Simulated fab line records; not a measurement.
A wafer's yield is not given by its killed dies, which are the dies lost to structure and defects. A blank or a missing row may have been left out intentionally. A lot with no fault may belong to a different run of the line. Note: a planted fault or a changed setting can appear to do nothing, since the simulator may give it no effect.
Which tool did it? | flow gf180mcu | Sampling: 11 lots, 33 wafers, 5 of 602 route steps

WHAT THE GAUGES SHOWED, per wafer
GF_V3_THK_MEAS_01.
lot  | measured     | on            | V3_CVD_00_THK (nm)
L548 | day 21 05:39 | film metro-04 | 597 606 602
L549 | day 21 18:37 | film metro-01 | 607 600 599
L552 | day 23 08:27 | film metro-04 | 606 601 602
L553 | day 23 14:01 | film metro-02 | 589 584 596
L558 | day 25 01:58 | film metro-04 | 604 598 589
L559 | day 25 14:17 | film metro-04 | 615 609 607
L561 | day 26 01:10 | film metro-04 | 600 600 595
L566 | day 27 15:01 | film metro-01 | 591 601 593
L568 | day 28 02:00 | film metro-02 | 599 614 600
L570 | day 28 14:02 | film metro-04 | 603 600 612
L571 | day 28 19:09 | film metro-04 | 590 605 604

GF_V3_RS_MEAS_24: the measuring method here is four-point-probe.
lot  | measured     | on            | V3_W_RS (ohm/sq)
L548 | day 22 06:51 | film metro-01 | 0.3306 0.3259 0.3252
L549 | day 22 19:54 | film metro-04 | 0.3232 0.3226 0.3228
L552 | day 24 08:38 | film metro-04 | 0.3298 0.3273 0.3304
L553 | day 24 14:05 | film metro-01 | 0.3277 0.3287 0.3271
L558 | day 26 00:29 | film metro-04 | 0.2847 0.2846 0.2811
L559 | day 26 13:16 | film metro-01 | 0.2842 0.2832 0.2865
L561 | day 26 23:24 | film metro-02 | 0.2800 0.2788 0.2825
L566 | day 28 12:04 | film metro-02 | 0.3290 0.3286 0.3260
L568 | day 28 23:52 | film metro-04 | 0.3242 0.3252 0.3260
L570 | day 29 10:21 | film metro-04 | 0.3327 0.3305 0.3321
L571 | day 29 15:53 | film metro-01 | 0.3296 0.3297 0.3254

GF_V3_THK_MEAS_25: measures by xrf.
lot  | measured     | on            | V3_W_THK (nm)
L548 | day 22 06:57 | film metro-01 | 343 352 352
L549 | day 22 20:00 | film metro-04 | 354 355 357
L552 | day 24 08:44 | film metro-04 | 345 346 343
L553 | day 24 14:11 | film metro-01 | 352 349 350
L558 | day 26 00:35 | film metro-04 | 403 402 408
L559 | day 26 13:23 | film metro-01 | 407 411 406
L561 | day 26 23:31 | film metro-02 | 410 409 404
L566 | day 28 12:11 | film metro-02 | 350 351 354
L568 | day 28 23:58 | film metro-04 | 356 357 357
L570 | day 29 10:28 | film metro-04 | 347 349 346
L571 | day 29 16:00 | film metro-01 | 354 351 356

WHAT TOOL EACH LOT RAN ON (gives the tool, then ch and the chambers of the sampled wafers, and finally the start)
lot  | GF_M3_METAL_ETCH_16               | GF_V3_CVD_23
L548 | rie metal-03 ch 0,1, day 21 04:55 | cvd w-02 ch 0,1, day 22 06:44
L549 | rie metal-03 ch 0,1, day 21 17:54 | cvd w-02 ch 0,1, day 22 19:47
L552 | rie metal-01 ch 0,1, day 23 07:38 | cvd w-01 ch 0,1, day 24 08:30
L553 | rie metal-04 ch 0, day 23 13:14   | cvd w-02 ch 0, day 24 13:53
L558 | rie metal-04 ch 0,1, day 25 01:15 | cvd w-02 ch 0,1, day 26 00:22
L559 | rie metal-04 ch 0,1, day 25 13:32 | cvd w-02 ch 0,1, day 26 13:10
L561 | rie metal-01 ch 1, day 26 00:26   | cvd w-02 ch 0, day 26 23:16
L566 | rie metal-03 ch 0,1, day 27 14:16 | cvd w-01 ch 0,1, day 28 11:57
L568 | rie metal-04 ch 0,1, day 28 01:17 | cvd w-01 ch 0,1, day 28 23:45
L570 | rie metal-03 ch 0,1, day 28 13:19 | cvd w-01 ch 0,1, day 29 10:13
L571 | rie metal-03 ch 0,1, day 28 18:26 | cvd w-01 ch 0,1, day 29 15:46
- GF_M3_METAL_ETCH_16: etches the open film in Cl2/BCl3, stops on SiO2, target depth 627.5 nm, time 104.6 s.
- GF_V3_CVD_23: deposits W, target thk 350 nm, time 104.9 s.

WHAT THE TOOLS THEMSELVES READ (means of the sampled wafers that have a number; where no wafer has one, the mark that the record gives instead)
GF_M3_METAL_ETCH_16.
lot  | tool         | drypump motor current A (A) | oes product au (a.u.) | throttle valve pct (%)
L548 | rie metal-03 | 5.4                         | 0.973                 | 28.253
L549 | rie metal-03 | 5.4                         | 0.973                 | 28.243
L552 | rie metal-01 | 5.9                         | 0.975                 | 28.252
L553 | rie metal-04 | 5.8                         | 0.974                 | 28.245
L558 | rie metal-04 | 5.5                         | 0.972                 | 28.249
L559 | rie metal-04 | 5.5                         | 0.960                 | 28.264
L561 | rie metal-01 | 5.7                         | 0.966                 | 28.249
L566 | rie metal-03 | 5.4                         | 0.975                 | 28.242
L568 | rie metal-04 | 5.5                         | 0.963                 | 28.264
L570 | rie metal-03 | 5.4                         | 0.986                 | 28.240
L571 | rie metal-03 | 5.4                         | 0.985                 | 28.244

GF_V3_CVD_23.
lot  | tool     | heater power w (W) | susceptor temp C (C)
L548 | cvd w-02 | 898                | 400.13
L549 | cvd w-02 | 896                | 400.16
L552 | cvd w-01 | 821                | 400.43
L553 | cvd w-02 | 871                | 399.97
L558 | cvd w-02 | 930                | 407.98
L559 | cvd w-02 | 949                | 408.57
L561 | cvd w-02 | 919                | 408.26
L566 | cvd w-01 | 830                | 400.05
L568 | cvd w-01 | 835                | 399.80
L570 | cvd w-01 | 843                | 400.09
L571 | cvd w-01 | 827                | 400.16

THE ANSWER, worked out from the rows above alone
Rule: usual is defined by the lots themselves. Put in order of their means at a reading, lots are off if they are a third of the lots or fewer, leave a main group of 4 or more, and stand apart from it by a gap of 3 or more times the standard deviation of the main group's means; of several such gaps the widest counts. Not used: any main group whose means are identical at the precision the tables above print for the reading. A lot without any number at a reading at which 4 lots or more have one is off too. The other lots that the step has rows for count as sound. After the gauges, taken in route order, come the tools' own readings; for these a lot's mean is taken, as printed above. The first step at which some lot is off is used, and at that step the reading that is off furthest; a lot without a number counts as furthest.
Off: L558, L559, L561, seen at GF_V3_RS_MEAS_24 (V3_W_RS). Mean 0.3275 ohm/sq and standard deviation 0.0025 in the main group.
A tool fits if, at a process step before that reading, it ran every lot that is off, and no sound lot after the first of them. The gauges at GF_V3_RS_MEAS_24 aren't tried: what is off there is off at GF_V3_CVD_23 too, on other tools, and a gauge's error can't cause that. One candidate fits, namely cvd w-02 at GF_V3_CVD_23. Its last sound lot is L553 (day 24 13:53), its first lot that is off L558 (day 26 00:22): a fault that began between those two fits.
On the lots that are off, the tool's own readings at GF_V3_CVD_23 differ by more than 5 times the standard deviation of the sound lots' means, which bears it out; susceptor temp C reads 408.27 C there versus 400.10 C on the sound lots.

WHAT WAS PUT IN BY THE SIMULATOR
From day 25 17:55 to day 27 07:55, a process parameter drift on cvd w-02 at GF_V3_CVD_23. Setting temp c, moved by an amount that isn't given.
Lots struck among those shown: L558, L559, L561. The rule given above showed the same thing.
